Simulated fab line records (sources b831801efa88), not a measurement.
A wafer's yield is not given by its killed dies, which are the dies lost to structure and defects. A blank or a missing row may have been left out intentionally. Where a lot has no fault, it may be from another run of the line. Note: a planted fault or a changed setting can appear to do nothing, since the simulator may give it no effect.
Matching of chambers || flow gf180mcu || GF_V1_CVD_02 on pecvd-03 has 3 sister chambers
The step deposits SiO2 from TEOS, target thk 850 nm, time 94.851 s. 3 wafers are shown with their chamber, then 7 later ones without.

## WAFERS WITH THEIR CHAMBER
{"wafer": "L493.1", "chamber": 2, "heater power w (W)": 772}
{"wafer": "L494.1", "chamber": 1, "heater power w (W)": 547}
{"wafer": "L494.3", "chamber": 0, "heater power w (W)": 643}

## WAFERS WITH NO CHAMBER GIVEN
{"wafer": "L494.6", "heater power w (W)": 692}
{"wafer": "L497.1", "heater power w (W)": 720}
{"wafer": "L497.2", "heater power w (W)": 551}
{"wafer": "L497.6", "heater power w (W)": 690}
{"wafer": "L499.1", "heater power w (W)": 600}
{"wafer": "L499.3", "heater power w (W)": 505}
{"wafer": "L499.5", "heater power w (W)": 524}

## CHAMBER TAKEN BY EACH
{"wafer": "L494.6", "from the rows above": "can't be placed: 0 or 2", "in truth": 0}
{"wafer": "L497.1", "from the rows above": "can't be placed: 2 or 0", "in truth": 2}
{"wafer": "L497.2", "from the rows above": 1, "in truth": 1}
{"wafer": "L497.6", "from the rows above": "can't be placed: 0 or 2", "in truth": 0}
{"wafer": "L499.1", "from the rows above": "can't be placed: 0 or 1", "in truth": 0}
{"wafer": "L499.3", "from the rows above": 1, "in truth": 1}
{"wafer": "L499.5", "from the rows above": 1, "in truth": 1}
Correct placement for 3 of the 7. These rows do not allow placing 4 (true chamber among the candidates in 4). Placed wrongly: 0.
How it was worked out, from the rows above alone: a wafer's distance from a chamber is the root of the sum, over the readings, of the square of ((its reading less the chamber's mean) divided by the reading's scatter). The wafer belongs to the nearest chamber; if the next one is less than 2 further off, it can't be placed. The mean given for a chamber averages the wafers shown for that chamber. The scatter: root of mean squared gap, hidden wafer to nearest shown wafer, with one shown wafer a chamber.
